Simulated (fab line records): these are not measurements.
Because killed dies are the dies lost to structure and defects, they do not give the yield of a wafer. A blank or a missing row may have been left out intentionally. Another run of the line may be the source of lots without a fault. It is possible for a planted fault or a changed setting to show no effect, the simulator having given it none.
Which tool did it? | flow sky130 | 11 lots, 33 wafers sampled, at 5 steps of a route of 708

WHAT THE GAUGES SHOWED, per wafer
SKY_VIA1_THK_MEAS_01. Usual: for VIA1_HDPCVD_THK the level is 1027 nm and the standard deviation is 11.
lot  | measured     | on            | VIA1_HDPCVD_THK (nm) | flag
L205 | day 33 04:36 | film metro-02 | 1026 1008 1021       |
L207 | day 34 02:46 | film metro-04 | 1027 1016 1032       |
L208 | day 34 08:14 | film metro-01 | 800 810 1023         | OFF
L209 | day 34 16:05 | film metro-02 | 816 1038 1043        | OFF
L217 | day 37 16:03 | film metro-04 | 1026 1012 1021       |
L219 | day 38 06:44 | film metro-04 | 1031 1047 1044       |
L221 | day 38 09:23 | film metro-02 | 1036 1025 1044       |
L220 | day 38 12:02 | film metro-02 | 1012 1011 1015       |
L222 | day 39 00:05 | film metro-02 | 1021 1014 1018       |
L225 | day 39 18:52 | film metro-02 | 1017 1018 1034       |
L226 | day 39 19:41 | film metro-04 | 1037 1040 1035       |

WHAT TOOL EACH LOT RAN ON (gives the tool, then ch and the chambers of the sampled wafers, and finally the start)
lot  | SKY_METAL1_SPUTTER_03        | SKY_METAL1_SPUTTER_04        | SKY_METAL1_ETCH_18                | SKY_VIA1_HDPCVD_00
L205 | pvd sputter-03, day 32 00:33 | pvd sputter-03, day 32 00:34 | rie metal-03 ch 0,1, day 33 03:44 | hdpcvd-01 ch 0,1, day 33 04:29
L207 | pvd sputter-03, day 32 22:49 | pvd sputter-03, day 32 22:50 | rie metal-01 ch 0,1, day 34 01:54 | hdpcvd-01 ch 0,1,2, day 34 02:38
L208 | pvd sputter-01, day 33 04:14 | pvd sputter-01, day 33 04:16 | rie metal-02 ch 0,1, day 34 07:23 | hdpcvd-01 ch 0,1, day 34 08:08
L209 | pvd sputter-03, day 33 11:47 | pvd sputter-03, day 33 11:48 | rie metal-03 ch 1, day 34 15:07   | hdpcvd-01 ch 0,2, day 34 15:58
L217 | pvd sputter-02, day 36 12:52 | pvd sputter-02, day 36 12:53 | rie metal-03 ch 0,1, day 37 15:12 | hdpcvd-02 ch 0,2, day 37 15:56
L219 | pvd sputter-02, day 37 03:54 | pvd sputter-02, day 37 03:55 | rie metal-02 ch 0,1, day 38 05:50 | hdpcvd-01 ch 0,1,2, day 38 06:37
L221 | pvd sputter-03, day 37 05:55 | pvd sputter-03, day 37 05:55 | rie metal-03 ch 0,1, day 38 08:30 | hdpcvd-01 ch 0,1,2, day 38 09:16
L220 | pvd sputter-02, day 37 08:40 | pvd sputter-02, day 37 08:41 | rie metal-03 ch 0,1, day 38 11:11 | hdpcvd-01 ch 0,1,2, day 38 11:56
L222 | pvd sputter-02, day 37 21:05 | pvd sputter-02, day 37 21:06 | rie metal-01 ch 1, day 38 23:02   | hdpcvd-01 ch 0,1,2, day 38 23:58
L225 | pvd sputter-03, day 38 15:50 | pvd sputter-03, day 38 15:51 | rie metal-03 ch 0,1, day 39 18:00 | hdpcvd-01 ch 0,1,2, day 39 18:45
L226 | pvd sputter-03, day 38 17:07 | pvd sputter-03, day 38 17:08 | rie metal-02 ch 0,1, day 39 18:50 | hdpcvd-02 ch 0,2, day 39 19:35
- SKY_METAL1_SPUTTER_03: material Ti, target thk 5 nm, time 3.3 s.
- SKY_METAL1_SPUTTER_04: material TiN, target thk 70 nm, time 58.3 s.
- SKY_METAL1_ETCH_18: etches BARC in N2/H2, stops on SiO2, time 45.9 s, target depth 60 nm.
- SKY_VIA1_HDPCVD_00: deposits SiO2, target thk 1030 nm, time 171.7 s.

WHAT THE TOOLS THEMSELVES READ (means of the sampled wafers that have a number; where no wafer has one, the mark that the record gives instead)
SKY_METAL1_SPUTTER_03. Usual: throttle valve pct 30.2 %, standard deviation 0.82.
lot  | tool           | throttle valve pct (%) | flag
L205 | pvd sputter-03 | 30.9                   |
L207 | pvd sputter-03 | 30.8                   |
L208 | pvd sputter-01 | 29.5                   |
L209 | pvd sputter-03 | 30.5                   |
L217 | pvd sputter-02 | 30.0                   |
L219 | pvd sputter-02 | 29.9                   |
L221 | pvd sputter-03 | 30.5                   |
L220 | pvd sputter-02 | 30.0                   |
L222 | pvd sputter-02 | 29.5                   |
L225 | pvd sputter-03 | 30.9                   |
L226 | pvd sputter-03 | 31.5                   |

SKY_METAL1_SPUTTER_04. Usual: throttle valve pct 30.2 %, standard deviation 0.79.
lot  | tool           | throttle valve pct (%) | flag
L205 | pvd sputter-03 | 30.9                   |
L207 | pvd sputter-03 | 30.8                   |
L208 | pvd sputter-01 | 29.7                   |
L209 | pvd sputter-03 | 30.6                   |
L217 | pvd sputter-02 | 30.0                   |
L219 | pvd sputter-02 | 30.0                   |
L221 | pvd sputter-03 | 30.5                   |
L220 | pvd sputter-02 | 30.0                   |
L222 | pvd sputter-02 | 29.6                   |
L225 | pvd sputter-03 | 30.8                   |
L226 | pvd sputter-03 | 31.3                   |

SKY_METAL1_ETCH_18. Usual: drypump motor current A 5.7 A, standard deviation 0.55; oes product au 0.855 a.u., standard deviation 0.0051; throttle valve pct 13.224 %, standard deviation 0.0088.
lot  | tool         | drypump motor current A (A) | oes product au (a.u.) | throttle valve pct (%) | flag
L205 | rie metal-03 | 5.6                         | 0.854                 | 13.228                 |
L207 | rie metal-01 | 6.5                         | 0.861                 | 13.227                 |
L208 | rie metal-02 | 5.2                         | 0.854                 | 13.215                 |
L209 | rie metal-03 | 5.5                         | 0.859                 | 13.217                 |
L217 | rie metal-03 | 5.6                         | 0.855                 | 13.237                 |
L219 | rie metal-02 | 5.3                         | 0.853                 | 13.232                 |
L221 | rie metal-03 | 5.7                         | 0.850                 | 13.222                 |
L220 | rie metal-03 | 5.6                         | 0.854                 | 13.232                 |
L222 | rie metal-01 | 6.6                         | 0.855                 | 13.224                 |
L225 | rie metal-03 | 5.6                         | 0.853                 | 13.235                 |
L226 | rie metal-02 | 5.4                         | 0.858                 | 13.233                 |

SKY_VIA1_HDPCVD_00. Usual: sih4 flow sccm 60.00 sccm, standard deviation 0.17.
lot  | tool      | sih4 flow sccm (sccm) | flag
L205 | hdpcvd-01 | 60.08                 |
L207 | hdpcvd-01 | 60.04                 |
L208 | hdpcvd-01 | 60.06                 |
L209 | hdpcvd-01 | 60.13                 |
L217 | hdpcvd-02 | 59.90                 |
L219 | hdpcvd-01 | 59.99                 |
L221 | hdpcvd-01 | 59.95                 |
L220 | hdpcvd-01 | 59.89                 |
L222 | hdpcvd-01 | 60.11                 |
L225 | hdpcvd-01 | 60.08                 |
L226 | hdpcvd-02 | 59.88                 |

THE ANSWER, worked out from the rows above alone
Rule: lot off if the mean of its wafers having a number is beyond 3 standard deviations from the usual mean. Also off: a lot with no number at a reading for which 4 or more lots have one. All remaining lots with rows at the step are treated as sound. The gauges are gone through in route order, then the tools' own readings, and for those a lot's mean is taken as printed above. At the first step where some lot is off, the reading lying furthest off is the one used; lots without a number count as furthest.
Off: L208, L209, seen at SKY_VIA1_THK_MEAS_01 (VIA1_HDPCVD_THK).
A tool fits if, at a process step before that reading, it ran every lot that is off, and no sound lot after the first of them. Those tools and the gauges at SKY_VIA1_THK_MEAS_01 are tried in the same way. None of those tried fits.

WHAT WAS PUT IN BY THE SIMULATOR
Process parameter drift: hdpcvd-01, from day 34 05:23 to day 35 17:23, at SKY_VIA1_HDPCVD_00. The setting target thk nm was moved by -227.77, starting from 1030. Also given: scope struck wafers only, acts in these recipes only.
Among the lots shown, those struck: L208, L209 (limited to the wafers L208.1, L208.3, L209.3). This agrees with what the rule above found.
